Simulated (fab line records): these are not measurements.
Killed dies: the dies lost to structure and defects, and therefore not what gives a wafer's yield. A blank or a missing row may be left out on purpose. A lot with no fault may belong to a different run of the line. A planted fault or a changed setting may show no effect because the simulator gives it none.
fab line records	flow gf180mcu
record lots=5	wafers=15	last-day=34
route steps=602 shown V3@450 M4@456 V4@476
lots untouched by any fault: they come from a run of this same line in which no faults occurred
start-h: the number of hours between the record's first day and the start of the first shown wafer of the lot	wait-h: hours since the lot's step before	" identical to the entry in the row above	L1.1+2: several wafers, shown together as one row	- no value, or no start given	* or withheld: withheld	< > ~ a bound
route shown NAME@n: names a module that has steps shown in the file, with the first one's number in the route	usual: the fault-free wafers' mean and standard deviation	same: alike in all rows	chamber/n: place in a boat	sites: readings site by site	_std_site: standard deviation of those values	_edge_site: outer sites' mean less inner sites'	radius-mm: for every site, how far away it sits from the centre of the wafer	mask NAME#n: copy n	behind: the tool/chamber that last shaped the wafer	hold: the reason the lot was held/the length of the hold in hours/how it ended	device: whichever transistor did not switch (one of n, p or np)	end of line: the tests these same wafers got at the end of their route	where a step has no rows: the recipe by itself	killed: count of dies lost to structure and defects at first sort (not the wafer's yield)	map: a wafer's dies, x killed, . not, _ none there
set.NAME: the setting the step ran with; set.NAME@STEP: the setting that earlier step ran with	model.NAME: the simulator's own value behind a step, which no gauge read
lots seen at some steps along the route; tables by step, rows by wafer
services: when a tool's chamber went out of use (start-h, in hours from the record's first day, below 0 if earlier), for how many hours, and the reason
## steps
# step GF_V3_SPUTTER_21
# recipe material=Ti	target-thk-nm=15	chamber-pressure-pa=5	power-w=2500	substrate-temp-c=200	time-s=80.02
# usual throttle-valve-pct=30.4/0.67
# same time-s=80.02
lot.wafer	tool	chamber	start-h	wait-h	throttle-valve-pct
L077.1	pvd-sputter-01	-	531.63	0.0	30.6
L077.2	"	-	"	"	29.9
L077.5	"	-	"	"	31.2
L081.1	pvd-sputter-01	-	568.06	0.0	30.4
L081.5	"	-	"	"	30.2
L081.6	"	-	"	"	30.0
L089.3	pvd-sputter-02	-	638.19	0.0	31.5
L089.4	"	-	"	"	29.2
L089.5	"	-	"	"	31.2
L096.2	pvd-sputter-04	-	673.89	0.0	31.2
L096.4	"	-	"	"	30.3
L096.6	"	-	"	"	31.3
L097.1	pvd-sputter-02	-	684.81	0.0	29.3
L097.2	"	-	"	"	30.1
L097.5	"	-	"	"	30.1
# step GF_V3_SPUTTER_22
# recipe material=TiN	target-thk-nm=10	chamber-pressure-pa=5	power-w=4000	time-s=40
# usual throttle-valve-pct=30.4/0.69
# same time-s=40
lot.wafer	tool	chamber	start-h	wait-h	throttle-valve-pct
L077.1	pvd-sputter-01	-	531.69	0.0	30.5
L077.2	"	-	"	"	29.4
L077.5	"	-	"	"	31.4
L081.1	pvd-sputter-01	-	568.12	0.0	30.8
L081.5	"	-	"	"	30.3
L081.6	"	-	"	"	29.8
L089.3	pvd-sputter-02	-	638.25	0.0	31.3
L089.4	"	-	"	"	29.4
L089.5	"	-	"	"	31.6
L096.2	pvd-sputter-04	-	673.96	0.0	30.9
L096.4	"	-	"	"	30.7
L096.6	"	-	"	"	31.4
L097.1	pvd-sputter-02	-	684.87	0.0	29.1
L097.2	"	-	"	"	30.3
L097.5	"	-	"	"	30.3
# step GF_V3_CVD_23
# recipe material=W	target-thk-nm=350	time-s=104.9	temp-c=400	pressure-torr=40
# usual heater-power-w=919/71
# same time-s=104.9
lot.wafer	tool	chamber	start-h	wait-h	heater-power-w
L077.1	cvd-w-01	0	531.73	0.0	875
L077.2	"	1	"	"	965
L077.5	"	1	"	"	956
L081.1	cvd-w-02	1	568.16	0.0	996
L081.5	"	0	"	"	848
L081.6	"	1	"	"	976
L089.3	cvd-w-02	1	638.33	0.1	970
L089.4	"	0	"	"	855
L089.5	"	0	"	"	848
L096.2	cvd-w-02	0	673.99	0.0	832
L096.4	"	0	"	"	834
L096.6	"	1	"	"	987
L097.1	cvd-w-01	0	684.91	0.0	855
L097.2	"	1	"	"	968
L097.5	"	1	"	"	968
# step GF_V3_RS_MEAS_24
# recipe thk-meas-gauge=four-point-probe	reads=W_of_V3_CVD_23+TiN_of_V3_SPUTTER_22+Ti_of_V3_SPUTTER_21
# usual V3_W_RS=0.325/0.0041
lot.wafer	tool	chamber	start-h	wait-h	V3_W_RS[ohm/sq]
L077.1	film-metro-01	-	531.84	0.1	0.330
L077.2	"	-	"	"	0.325
L077.5	"	-	"	"	0.319
L081.1	film-metro-01	-	568.27	0.1	0.326
L081.5	"	-	"	"	0.327
L081.6	"	-	"	"	0.326
L089.3	film-metro-03	-	638.45	0.1	0.320
L089.4	"	-	"	"	0.327
L089.5	"	-	"	"	0.328
L096.2	film-metro-03	-	674.13	0.1	0.330
L096.4	"	-	"	"	0.330
L096.6	"	-	"	"	0.324
L097.1	film-metro-01	-	685.02	0.1	0.328
L097.2	"	-	"	"	0.324
L097.5	"	-	"	"	0.323
# step GF_V3_THK_MEAS_25
# recipe thk-meas-gauge=xrf	reads=W_of_V3_CVD_23
# usual V3_W_THK=349/6.6
lot.wafer	tool	chamber	start-h	wait-h	V3_W_THK[nm]
L077.1	film-metro-01	-	531.96	0.1	341
L077.2	"	-	"	"	348
L077.5	"	-	"	"	354
L081.1	film-metro-01	-	568.39	0.1	350
L081.5	"	-	"	"	350
L081.6	"	-	"	"	348
L089.3	film-metro-03	-	638.55	0.1	360
L089.4	"	-	"	"	349
L089.5	"	-	"	"	348
L096.2	film-metro-03	-	674.24	0.1	349
L096.4	"	-	"	"	349
L096.6	"	-	"	"	359
L097.1	film-metro-01	-	685.14	0.1	345
L097.2	"	-	"	"	350
L097.5	"	-	"	"	350
# step GF_V3_CMP_26
# recipe stop-on=SiO2	down-force-psi=3.5	platen-rpm=60	t-overpolish-s=15	target-thk-nm=0	pad-velocity-m-s=0.94248
# usual motor-current-A=11.4/1.1	overpolish-run-s=15.000/0.009	time-to-endpoint-s=84/3.9
lot.wafer	tool	chamber	start-h	wait-h	motor-current-A	overpolish-run-s	time-to-endpoint-s
L077.2	cmp-02	3	532.02	0.0	11.4	15.002	86
L077.1	"	2	"	"	11.7	14.994	85
L077.5	"	3	"	"	12.4	15.002	89
L081.1	cmp-01	1	568.50	0.1	9.7	15.006	86
L081.6	"	0	"	"	11.2	14.987	78
L081.5	"	1	"	"	9.0	14.997	83
L089.4	cmp-02	3	638.59	0.0	11.7	15.004	83
L089.3	"	1	"	"	11.0	15.005	87
L089.5	"	3	"	"	11.7	15.003	83
L096.2	cmp-02	1	674.39	0.1	11.4	14.992	82
L096.4	"	2	"	"	13.0	15.000	79
L096.6	"	3	"	"	11.7	14.999	81
L097.2	cmp-01	1	685.30	0.1	9.2	15.007	90
L097.1	"	2	"	"	10.3	14.985	80
L097.5	"	0	"	"	11.5	15.013	87
# step GF_M4_SPUTTER_00
# recipe material=Ti	target-thk-nm=37.5	arriving-ion-energy-ev=80	substrate-temp-c=200	chamber-pressure-pa=2	power-w=4000	time-s=150
# usual throttle-valve-pct=30.1/0.97
# same time-s=150
lot.wafer	tool	chamber	start-h	wait-h	throttle-valve-pct
L077.1	pvd-sputter-02	-	532.32	0.1	30.0
L077.2	"	-	"	"	31.5
L077.5	"	-	"	"	30.4
L081.1	pvd-sputter-01	-	568.75	0.2	30.3
L081.5	"	-	"	"	30.4
L081.6	"	-	"	"	29.9
L089.3	pvd-sputter-01	-	638.89	0.1	30.1
L089.4	"	-	"	"	30.5
L089.5	"	-	"	"	31.1
L096.2	pvd-sputter-02	-	674.59	0.1	30.2
L096.4	"	-	"	"	31.4
L096.6	"	-	"	"	31.3
L097.1	pvd-sputter-03	-	685.50	0.1	31.5
L097.2	"	-	"	"	30.1
L097.5	"	-	"	"	30.4
# step GF_M4_SPUTTER_01
# recipe material=TiN	target-thk-nm=30	power-w=6500	time-s=25	chamber-pressure-pa=0.4
# usual throttle-valve-pct=30.1/0.96
# same time-s=25
lot.wafer	tool	chamber	start-h	wait-h	throttle-valve-pct
L077.1	pvd-sputter-02	-	532.42	0.1	30.2
L077.2	"	-	"	"	31.3
L077.5	"	-	"	"	30.5
L081.1	pvd-sputter-01	-	568.85	0.1	30.7
L081.5	"	-	"	"	30.4
L081.6	"	-	"	"	30.0
L089.3	pvd-sputter-01	-	638.99	0.1	30.3
L089.4	"	-	"	"	30.5
L089.5	"	-	"	"	30.8
L096.2	pvd-sputter-02	-	674.69	0.1	30.1
L096.4	"	-	"	"	31.3
L096.6	"	-	"	"	31.5
L097.1	pvd-sputter-03	-	685.60	0.1	31.2
L097.2	"	-	"	"	30.5
L097.5	"	-	"	"	30.4
# step GF_M4_SPUTTER_02
# recipe material=AlCu	target-thk-nm=450	power-w=10600	time-s=23.9	chamber-pressure-pa=0.4
# usual throttle-valve-pct=30.1/0.98
# same time-s=23.9
lot.wafer	tool	chamber	start-h	wait-h	throttle-valve-pct
L077.1	pvd-sputter-02	-	532.45	0.0	30.0
L077.2	"	-	"	"	31.4
L077.5	"	-	"	"	30.3
L081.1	pvd-sputter-01	-	568.88	0.0	30.7
L081.5	"	-	"	"	30.6
L081.6	"	-	"	"	29.8
L089.3	pvd-sputter-01	-	639.02	0.0	30.5
L089.4	"	-	"	"	30.5
L089.5	"	-	"	"	31.0
L096.2	pvd-sputter-02	-	674.72	0.0	30.2
L096.4	"	-	"	"	31.4
L096.6	"	-	"	"	31.6
L097.1	pvd-sputter-03	-	685.63	0.0	31.5
L097.2	"	-	"	"	30.6
L097.5	"	-	"	"	30.3
# step GF_M4_SPUTTER_03
# recipe material=Ti	target-thk-nm=10	substrate-temp-c=300	chamber-pressure-pa=0.3	power-w=3000	time-s=6.7
# usual throttle-valve-pct=30.1/0.96
# same time-s=6.7
lot.wafer	tool	chamber	start-h	wait-h	throttle-valve-pct
L077.1	pvd-sputter-02	-	532.48	0.0	29.9
L077.2	"	-	"	"	31.3
L077.5	"	-	"	"	30.6
L081.1	pvd-sputter-01	-	568.91	0.0	30.5
L081.5	"	-	"	"	30.6
L081.6	"	-	"	"	29.6
L089.3	pvd-sputter-01	-	639.05	0.0	30.4
L089.4	"	-	"	"	30.6
L089.5	"	-	"	"	31.1
L096.2	pvd-sputter-02	-	674.75	0.0	30.1
L096.4	"	-	"	"	31.5
L096.6	"	-	"	"	31.4
L097.1	pvd-sputter-03	-	685.66	0.0	31.6
L097.2	"	-	"	"	30.5
L097.5	"	-	"	"	30.2
# step GF_M4_SPUTTER_04
# recipe material=TiN	target-thk-nm=50	power-w=6500	time-s=41.7	chamber-pressure-pa=0.4
# usual throttle-valve-pct=30.1/0.99
# same time-s=41.7
lot.wafer	tool	chamber	start-h	wait-h	throttle-valve-pct
L077.1	pvd-sputter-02	-	532.50	0.0	30.2
L077.2	"	-	"	"	31.1
L077.5	"	-	"	"	30.3
L081.1	pvd-sputter-01	-	568.93	0.0	30.5
L081.5	"	-	"	"	30.7
L081.6	"	-	"	"	29.7
L089.3	pvd-sputter-01	-	639.07	0.0	30.5
L089.4	"	-	"	"	30.4
L089.5	"	-	"	"	31.2
L096.2	pvd-sputter-02	-	674.77	0.0	29.9
L096.4	"	-	"	"	31.4
L096.6	"	-	"	"	31.5
L097.1	pvd-sputter-03	-	685.68	0.0	31.6
L097.2	"	-	"	"	30.4
L097.5	"	-	"	"	30.6
# step GF_M4_RS_MEAS_05
# recipe thk-meas-gauge=four-point-probe	reads=TiN_of_M4_SPUTTER_04+Ti_of_M4_SPUTTER_03+AlCu_of_M4_SPUTTER_02+TiN_of_M4_SPUTTER_01+Ti_of_M4_SPUTTER_00
# usual M4_ALCU_RS=0.0696/0.00061
lot.wafer	tool	chamber	start-h	wait-h	M4_ALCU_RS[ohm/sq]
L077.1	film-metro-03	-	532.54	0.0	0.0695
L077.2	"	-	"	"	0.0686
L077.5	"	-	"	"	0.0696
L081.1	film-metro-03	-	568.97	0.0	0.0686
L081.5	"	-	"	"	0.0688
L081.6	"	-	"	"	0.0690
L089.3	film-metro-02	-	639.15	0.1	0.0702
L089.4	"	-	"	"	0.0698
L089.5	"	-	"	"	0.0696
L096.2	film-metro-02	-	674.83	0.0	0.0703
L096.4	"	-	"	"	0.0691
L096.6	"	-	"	"	0.0697
L097.1	film-metro-03	-	685.72	0.0	0.0714
L097.2	"	-	"	"	0.0708
L097.5	"	-	"	"	0.0699
# step GF_M4_THK_MEAS_06
# recipe thk-meas-gauge=xrf	reads=AlCu_of_M4_SPUTTER_02
# usual M4_ALCU_THK=454/5.8
lot.wafer	tool	chamber	start-h	wait-h	M4_ALCU_THK[nm]
L077.1	film-metro-03	-	532.66	0.1	459
L077.2	"	-	"	"	464
L077.5	"	-	"	"	459
L081.1	film-metro-03	-	569.09	0.1	462
L081.5	"	-	"	"	462
L081.6	"	-	"	"	460
L089.3	film-metro-02	-	639.25	0.1	448
L089.4	"	-	"	"	453
L089.5	"	-	"	"	452
L096.2	film-metro-02	-	674.94	0.1	447
L096.4	"	-	"	"	453
L096.6	"	-	"	"	451
L097.1	film-metro-03	-	685.84	0.1	443
L097.2	"	-	"	"	447
L097.5	"	-	"	"	454
# step GF_M4_DEHYDRATE_07
# recipe temp-c=200	time-s=60
# same time-s=60
lot.wafer	tool	chamber	start-h	wait-h
L077.1+2+5	litho-track-02	0	543.15	10.5
L081.1+5+6	litho-track-04	0	578.31	9.2
L089.3+4+5	litho-track-04	0	648.31	9.1
L096.2+4+6	litho-track-03	0	683.29	8.3
L097.1+2+5	litho-track-02	0	695.15	9.3
# step GF_M4_HMDS_08
# recipe prime-time-s=60	prime-temp-c=120
lot.wafer	tool	chamber	start-h	wait-h
L077.1+2+5	litho-track-02	0	543.30	0.1
L081.1+5+6	litho-track-04	0	578.46	0.1
L089.3+4+5	litho-track-04	0	648.46	0.1
L096.2+4+6	litho-track-03	0	683.44	0.1
L097.1+2+5	litho-track-02	0	695.30	0.1
# step GF_M4_COAT_09
# recipe resist=KrF	spin-rpm=withheld	resist-thk-nm=1000
lot.wafer	tool	chamber	start-h	wait-h
L077.1+2+5	litho-track-02	0	543.45	0.1
L081.1+5+6	litho-track-04	0	578.61	0.1
L089.3+4+5	litho-track-04	0	648.61	0.1
L096.2+4+6	litho-track-03	0	683.59	0.1
L097.1+2+5	litho-track-02	0	695.45	0.1
# step GF_M4_SOFTBAKE_10
# recipe temp-c=130	time-s=60	resist=KrF
# same time-s=60
lot.wafer	tool	chamber	start-h	wait-h
L077.1+2+5	litho-track-02	0	543.60	0.1
L081.1+5+6	litho-track-04	0	578.76	0.1
L089.3+4+5	litho-track-04	0	648.76	0.1
L096.2+4+6	litho-track-03	0	683.74	0.1
L097.1+2+5	litho-track-02	0	695.60	0.1
# step GF_M4_EXPOSE_11
# recipe mask-id=Metal4	target-cd-nm=280	na=0.68	source-shape=conventional	sigma-outer=0.6	dose-mj=28
lot.wafer	tool	chamber	start-h	wait-h	mask
L077.1+2+5	krf-scanner-01	0	-	-	Metal4#0
L081.1+5+6	krf-scanner-02	0	-	-	Metal4#0
L089.3+4+5	krf-scanner-01	0	-	-	Metal4#0
L096.2+4+6	krf-scanner-01	0	-	-	Metal4#0
L097.1+2+5	krf-scanner-01	0	-	-	Metal4#0
# step GF_M4_PEB_12
# recipe peb-temp-c=135	peb-time-s=90	resist=KrF
lot.wafer	tool	chamber	start-h	wait-h
L077.1+2+5	litho-track-04	0	-	-
L081.1+5+6	litho-track-03	0	-	-
L089.3+4+5	litho-track-03	0	-	-
L096.2+4+6	litho-track-04	0	-	-
L097.1+2+5	litho-track-04	0	-	-
# step GF_M4_DEVELOP_13
# recipe develop-time-s=60	dev-temp-c=21
lot.wafer	tool	chamber	start-h	wait-h
L077.1+2+5	litho-track-04	0	554.16	0.2
L081.1+5+6	litho-track-03	0	589.97	0.2
L089.3+4+5	litho-track-03	0	659.12	0.1
L096.2+4+6	litho-track-04	0	692.53	0.2
L097.1+2+5	litho-track-04	0	704.36	0.2
# step GF_M4_CD_MEAS_14
# recipe target-cd-nm=280
# usual cd-nm=280.2/1.1
lot.wafer	tool	chamber	start-h	wait-h	cd-nm
L077.1	cd-sem-02	-	554.31	0.1	281.2
L077.2	"	-	"	"	279.4
L077.5	"	-	"	"	281.4
L081.1	cd-sem-02	-	590.12	0.1	279.6
L081.5	"	-	"	"	280.7
L081.6	"	-	"	"	279.7
L089.3	cd-sem-01	-	659.26	0.1	281.1
L089.4	"	-	"	"	281.1
L089.5	"	-	"	"	280.5
L096.2	cd-sem-02	-	692.68	0.1	279.6
L096.4	"	-	"	"	280.1
L096.6	"	-	"	"	279.9
L097.1	cd-sem-01	-	704.51	0.1	278.5
L097.2	"	-	"	"	280.5
L097.5	"	-	"	"	279.6
# step GF_M4_OVL_MEAS_15
# usual M4_OVL=-1/5.8
lot.wafer	tool	chamber	start-h	wait-h	M4_OVL[nm]
L077.1	overlay-02	-	554.43	0.1	-9
L077.2	"	-	"	"	-4
L077.5	"	-	"	"	-7
L081.1	overlay-02	-	590.24	0.1	14
L081.5	"	-	"	"	9
L081.6	"	-	"	"	1
L089.3	overlay-01	-	659.35	0.1	-2
L089.4	"	-	"	"	0
L089.5	"	-	"	"	2
L096.2	overlay-02	-	692.78	0.1	-4
L096.4	"	-	"	"	2
L096.6	"	-	"	"	2
L097.1	overlay-02	-	704.63	0.1	-3
L097.2	"	-	"	"	0
L097.5	"	-	"	"	-4
# step GF_M4_METAL_ETCH_16
# recipe chemistry=Cl2/BCl3	mask-material=KrF	target-depth-nm=627.5	stop-on=SiO2	pressure-mtorr=8	icp-w=800	bias-w=140	Cl2_flow_sccm=80	bcl3-flow-sccm=40	time-s=104.6
# usual drypump-motor-current-A=5.8/0.43	oes-product-au=0.973/0.0059	throttle-valve-pct=28.250/0.01
# same time-s=104.6
lot.wafer	tool	chamber	start-h	wait-h	drypump-motor-current-A	oes-product-au	rf-hours-counter-h	throttle-valve-pct
L077.1	rie-metal-04	0	554.47	0.0	5.9	0.964	4	28.253
L077.2	"	1	"	"	5.1	0.977	11	28.253
L077.5	"	0	"	"	5.9	0.975	-	28.258
L081.1	rie-metal-03	1	590.27	0.0	6.0	0.972	4	28.233
L081.5	"	0	"	"	5.5	0.980	-	28.242
L081.6	"	1	"	"	6.1	0.974	-	28.231
L089.3	rie-metal-02	0	659.41	0.1	5.4	0.974	-	28.249
L089.4	"	1	"	"	6.4	0.973	-	28.257
L089.5	"	0	"	"	5.4	0.969	-	28.254
L096.2	rie-metal-03	0	692.81	0.0	5.5	0.964	9	28.236
L096.4	"	0	"	"	5.5	0.979	-	28.247
L096.6	"	1	"	"	6.0	0.971	-	28.249
L097.1	rie-metal-03	1	704.66	0.0	6.1	0.960	7	28.263
L097.2	"	0	"	"	5.5	0.962	9	28.254
L097.5	"	1	"	"	6.1	0.971	-	28.244
# step GF_M4_STRIP_17
# recipe chemistry=O2/N2	power-w=1400	pressure-mtorr=1500	platen-temp-c=250	o2-flow-sccm=3000	n2-flow-sccm=300	overash-fraction=0.5
# usual drypump-motor-current-A=5.7/0.34	heater-power-w=327/29	oes-product-au=0.557/0.0045	strip-time-to-endpoint-s=7.86/0.044
lot.wafer	tool	chamber	start-h	wait-h	drypump-motor-current-A	heater-power-w	oes-product-au	rf-hours-counter-h	strip-time-to-endpoint-s
L077.1	plasma-asher-02	0	554.58	0.1	6.1	325	0.556	47	7.82
L077.2	"	1	"	"	5.2	288	0.556	47	7.86
L077.5	"	1	"	"	5.2	291	0.560	-	7.81
L081.1	plasma-asher-01	1	590.42	0.1	5.7	378	0.553	16	7.86
L081.5	"	1	"	"	5.7	370	0.554	-	7.85
L081.6	"	0	"	"	5.9	320	0.560	-	7.91
L089.3	plasma-asher-03	0	659.52	0.1	5.8	317	0.558	-	7.95
L089.4	"	1	"	"	5.9	368	0.564	-	7.81
L089.5	"	1	"	"	5.9	357	0.556	-	7.90
L096.2	plasma-asher-03	0	692.93	0.1	5.8	310	0.562	97	7.85
L096.4	"	1	"	"	5.8	366	0.559	-	7.89
L096.6	"	0	"	"	5.8	309	0.555	-	7.87
L097.1	plasma-asher-03	0	704.78	0.1	5.8	311	0.555	98	7.90
L097.2	"	1	"	"	5.8	364	0.554	98	7.91
L097.5	"	0	"	"	5.8	313	0.561	-	7.91
# step GF_M4_STRIP_18
# recipe chemistry=post-etch-residue-remover	time-s=1200	temp-c=72.5
# usual bath-heat-duty-pct=14.7/1.5
# same time-s=1200
lot.wafer	tool	chamber	start-h	wait-h	bath-heat-duty-pct
L077.1	wet-bench-02	2	554.68	0.1	16.5
L077.2	"	2	"	"	16.6
L077.5	"	2	"	"	16.6
L081.1	wet-bench-04	0	590.52	0.1	14.1
L081.5	"	0	"	"	15.4
L081.6	"	0	"	"	14.5
L089.3	wet-bench-03	3	659.58	0.0	16.1
L089.4	"	3	"	"	16.5
L089.5	"	3	"	"	15.6
L096.2	wet-bench-03	1	693.03	0.1	14.4
L096.4	"	1	"	"	13.6
L096.6	"	1	"	"	13.5
L097.1	wet-bench-02	3	704.88	0.1	12.7
L097.2	"	3	"	"	12.9
L097.5	"	3	"	"	13.8
# step GF_M4_CLEAN_19
# recipe chemistry=DIW	dry=n2-spin
lot.wafer	tool	chamber	start-h	wait-h
L077.1+2+5	wet-bench-04	1	555.02	0.0
L081.1+5+6	wet-bench-03	0	590.86	0.0
L089.3+4+5	wet-bench-02	2	659.93	0.0
L096.2+4+6	wet-bench-04	2	693.37	0.0
L097.1+2+5	wet-bench-03	1	705.22	0.0
# step GF_V4_CVD_00
# recipe material=SiO2	target-thk-nm=600	sigma-open-frac=0.3	temp-c=400	time-s=100	sih4-flow-sccm=60	pressure-mtorr=6
# same time-s=100
lot.wafer	tool	chamber	start-h	wait-h
L077.1+2+5	hdpcvd-01	2,1,1	555.11	0.0
L081.1+5+6	hdpcvd-01	2,2,0	590.96	0.0
L089.3+4+5	hdpcvd-01	0,0,1	660.02	0.0
L096.2+4+6	hdpcvd-02	1,0,1	693.46	0.0
L097.1+2+5	hdpcvd-01	0,1,1	705.32	0.0
# step GF_V4_THK_MEAS_01
# recipe reads=SiO2_of_V4_CVD_00
# usual V4_CVD_00_THK=601/6.6
lot.wafer	tool	chamber	start-h	wait-h	V4_CVD_00_THK[nm]
L077.1	film-metro-02	-	555.18	0.0	604
L077.2	"	-	"	"	604
L077.5	"	-	"	"	610
L081.1	film-metro-04	-	591.03	0.0	603
L081.5	"	-	"	"	605
L081.6	"	-	"	"	595
L089.3	film-metro-02	-	660.11	0.1	599
L089.4	"	-	"	"	601
L089.5	"	-	"	"	606
L096.2	film-metro-04	-	693.54	0.0	598
L096.4	"	-	"	"	593
L096.6	"	-	"	"	604
L097.1	film-metro-01	-	705.39	0.0	606
L097.2	"	-	"	"	611
L097.5	"	-	"	"	610
# step GF_V4_CVD_02
# recipe material=SiO2	target-thk-nm=850	precursor=TEOS	temp-c=400	time-s=94.851	rf-w=600
# usual heater-power-w=662/120
# same time-s=94.851
lot.wafer	tool	chamber	start-h	wait-h	heater-power-w
L077.1	pecvd-03	1	555.24	0.1	594
L077.2	"	2	"	"	888
L077.5	"	2	"	"	710
L081.1	pecvd-01	0	591.09	0.1	586
L081.5	"	1	"	"	563
L081.6	"	0	"	"	624
L089.3	pecvd-03	2	660.15	0.0	775
L089.4	"	2	"	"	839
L089.5	"	1	"	"	572
L096.2	pecvd-01	1	693.59	0.0	581
L096.4	"	2	"	"	584
L096.6	"	0	"	"	633
L097.1	pecvd-01	2	705.45	0.1	655
L097.2	"	0	"	"	584
L097.5	"	1	"	"	477
## services
tool	chamber	start-h	hours	kind
cvd-w-02	0	508.90	13.1	repair
rie-metal-03	-	512.07	0.7	repair
pecvd-01	-	534.25	1.2	repair
wet-bench-03	-	537.04	2.1	repair
pecvd-01	-	539.18	1.8	repair
hdpcvd-01	-	539.25	15.0	pm
pecvd-01	-	546.13	1.9	repair
plasma-asher-03	-	551.05	2.1	repair
rie-metal-03	-	554.49	2.8	repair
wet-bench-03	-	556.85	5.9	repair
pvd-sputter-02	-	566.47	5.2	repair
cmp-02	-	572.96	4.0	pm
rie-metal-03	-	585.19	0.2	repair
plasma-asher-03	-	588.23	4.9	repair
cmp-02	-	606.46	4.9	pm
hdpcvd-01	-	619.26	0.7	repair
wet-bench-04	-	622.58	2.1	repair
pvd-sputter-03	-	622.75	1.1	repair
krf-scanner-01	-	625.22	1.3	pm
krf-scanner-01	-	638.28	1.0	pm
hdpcvd-01	0	642.87	6.5	repair
pvd-sputter-01	-	653.95	1.1	repair
hdpcvd-01	-	685.18	2.8	pm
pvd-sputter-02	-	691.37	23.9	repair
## key
fault none
